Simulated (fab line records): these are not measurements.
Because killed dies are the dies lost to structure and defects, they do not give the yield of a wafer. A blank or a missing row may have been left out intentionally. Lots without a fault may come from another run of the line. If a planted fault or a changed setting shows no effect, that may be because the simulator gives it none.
Which of the tools did it? :: flow gf180mcu :: 39 wafers from 13 lots sampled at 2 of the route's 602 steps

== WHAT THE GAUGES READ, wafer by wafer ==
GF_V2_CD_MEAS_14: target cd 260 nm. Usual: cd-nm at 259.7 nm, with a standard deviation of 1.6.
lot: L418
measured: day 20 11:38
on: cd-sem-01
cd-nm (nm): 258.0 258.4 258.0
flag: 

lot: L420
measured: day 21 01:48
on: cd-sem-02
cd-nm (nm): 262.3 261.1 260.1
flag: 

lot: L421
measured: day 21 11:36
on: cd-sem-01
cd-nm (nm): 258.9 259.1 259.0
flag: 

lot: L422
measured: day 21 23:23
on: cd-sem-02
cd-nm (nm): 260.3 258.9 260.1
flag: 

lot: L423
measured: day 22 09:04
on: cd-sem-02
cd-nm (nm): 260.8 261.4 261.5
flag: 

lot: L424
measured: day 22 10:28
on: cd-sem-02
cd-nm (nm): 257.7 258.0 257.9
flag: 

lot: L427
measured: day 23 14:15
on: cd-sem-01
cd-nm (nm): 259.1 258.4 259.2
flag: 

lot: L434
measured: day 26 04:03
on: cd-sem-01
cd-nm (nm): 257.7 257.7 257.6
flag: 

lot: L437
measured: day 26 22:07
on: cd-sem-02
cd-nm (nm): 261.2 261.9 261.3
flag: 

lot: L438
measured: day 27 04:06
on: cd-sem-01
cd-nm (nm): 262.8 262.8 263.1
flag: 

lot: L439
measured: day 27 11:47
on: cd-sem-02
cd-nm (nm): 258.7 259.0 259.8
flag: 

lot: L440
measured: day 27 20:22
on: cd-sem-02
cd-nm (nm): 259.4 259.6 260.7
flag: 

lot: L441
measured: day 27 22:23
on: cd-sem-01
cd-nm (nm): 260.6 259.8 259.9
flag: 

== WHICH TOOL RAN EACH LOT (tool, then ch and the chambers of the sampled wafers, then the start) ==
lot: L418
GF_POLY_GATE_CVD_00: lpcvd-02 ch 1, day 8 11:28

lot: L420
GF_POLY_GATE_CVD_00: lpcvd-01 ch 0, day 8 23:29

lot: L421
GF_POLY_GATE_CVD_00: lpcvd-01 ch 1, day 9 07:52

lot: L422
GF_POLY_GATE_CVD_00: lpcvd-02 ch 1, day 9 14:17

lot: L423
GF_POLY_GATE_CVD_00: lpcvd-01 ch 1, day 9 21:44

lot: L424
GF_POLY_GATE_CVD_00: lpcvd-01 ch 0, day 10 01:02

lot: L427
GF_POLY_GATE_CVD_00: lpcvd-01 ch 0, day 10 22:53

lot: L434
GF_POLY_GATE_CVD_00: lpcvd-02 ch 0, day 13 02:25

lot: L437
GF_POLY_GATE_CVD_00: lpcvd-02 ch 0, day 13 22:50

lot: L438
GF_POLY_GATE_CVD_00: lpcvd-02 ch 1, day 14 03:10

lot: L439
GF_POLY_GATE_CVD_00: lpcvd-02 ch 0, day 14 11:07

lot: L440
GF_POLY_GATE_CVD_00: lpcvd-02 ch 1, day 14 17:38

lot: L441
GF_POLY_GATE_CVD_00: lpcvd-01 ch 0, day 15 00:58
- GF_POLY_GATE_CVD_00: deposits poly-Si, target thk 200 nm, time 1200 s.

== WHAT THE TOOLS THEMSELVES READ (means of the sampled wafers that have a number; where no wafer has one, the mark that the record gives instead) ==
The record holds no such reading with a usual standard deviation.

== THE ANSWER, worked out from the rows above alone ==
Rule: take the mean of a lot's wafers that have a number; if it is more than 3 standard deviations from the usual mean, the lot is off. A lot without any number at a reading at which 4 lots or more have one is off too. All remaining lots with rows at the step are treated as sound. First the gauges in route order, then the tools' own readings, where a lot's mean is used as printed above. At the first step where some lot is off, the reading lying furthest off is the one used; lots without a number count as furthest.
None of the lots is off at any reading shown; this tells nothing.

== WHAT THE SIMULATOR HAD INSERTED ==
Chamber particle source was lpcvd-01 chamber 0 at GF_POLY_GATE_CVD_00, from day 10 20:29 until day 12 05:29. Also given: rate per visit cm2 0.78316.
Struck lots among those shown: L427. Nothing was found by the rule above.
